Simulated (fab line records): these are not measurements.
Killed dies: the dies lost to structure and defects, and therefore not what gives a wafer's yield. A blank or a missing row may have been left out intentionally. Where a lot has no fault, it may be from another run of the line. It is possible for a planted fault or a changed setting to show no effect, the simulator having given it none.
One fault seen from 2 desks || flow sfq-line || each desk holds nothing but its own numbers, with what lay behind them at the end

== TOOL OWNER'S DESK, pecvd-02 ==
The tool's own readings at SFQ_TRILAYER_I2_DEP_PECVD_063 (deposits SiO2 from SiH4/N2O, time 111.11 s, target thk 500 nm): means of the sampled wafers that have a number, for each lot that ran on this tool. Marked OUT: a lot whose mean sits more than 4 standard deviations from the usual mean, which makes it out of limits; the brackets give that distance.
Columns: A = heater-power-w at SFQ_TRILAYER_I2_DEP_PECVD_063, usual 79 W; B = rf-fwd-power-W at SFQ_TRILAYER_I2_DEP_PECVD_063, usual 182.3 W; C = throttle-valve-pct at SFQ_TRILAYER_I2_DEP_PECVD_063, usual 24.5 %
{"lot": "L115", "first seen here": "day 21 09:49", "A": 84, "B": 182.4, "C": 23.1}
{"lot": "L117", "first seen here": "day 22 07:15", "A": 81, "B": 182.5, "C": 23.9}
{"lot": "L128", "first seen here": "day 26 05:09", "A": 77, "B": "211.0 (+49) OUT", "C": 23.7}
{"lot": "L130", "first seen here": "day 27 03:05", "A": 69, "B": "212.2 (+51) OUT", "C": 23.1}
This desk's finding: out of limits on L128, L130; first on L128, day 26 05:09 (rf-fwd-power-W at SFQ_TRILAYER_I2_DEP_PECVD_063). In limits: L115, L117.

== THE METROLOGY DESK ==
Means of the sampled wafers that have a number, per lot and without regard to the tool the lot ran on: this is what the gauges read. Marked OUT: a lot whose mean sits more than 4 standard deviations from the usual mean, which makes it out of limits; the brackets give that distance.
Columns: A = M2_OVL at SFQ_M2_OVL_MEAS_916, usual 4 nm
{"lot": "L115", "first seen here": "day 21 08:49", "A": 6}
{"lot": "L117", "first seen here": "day 22 06:13", "A": 0}
{"lot": "L128", "first seen here": "day 26 04:09", "A": 5}
{"lot": "L130", "first seen here": "day 27 02:05", "A": 0}
{"lot": "L132", "first seen here": "day 27 21:47", "A": 6}
{"lot": "L133", "first seen here": "day 34 01:44", "A": 0}
Finding of this desk: none of the 6 lots has anything out of limits.

== BROUGHT TOGETHER ==
On L128, L130, at day 26 05:09, an alarm was possible from the tool owner's desk.
Metrology desk: nothing out of limits seen.
The metrology desk holds a record of L128, L130, inside its limits.
On pecvd-02, each named lot ran SFQ_TRILAYER_I2_DEP_PECVD_063.

== WHAT THE SIMULATOR PUT IN ==
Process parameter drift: pecvd-02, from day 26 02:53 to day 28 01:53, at SFQ_TRILAYER_I2_DEP_PECVD_063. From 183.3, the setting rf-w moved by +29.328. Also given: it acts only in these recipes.
Lots struck among those shown: L128, L130.
Delay in hours, fault start to first out-of-limits reading, by desk: the tool owner's desk at 2.
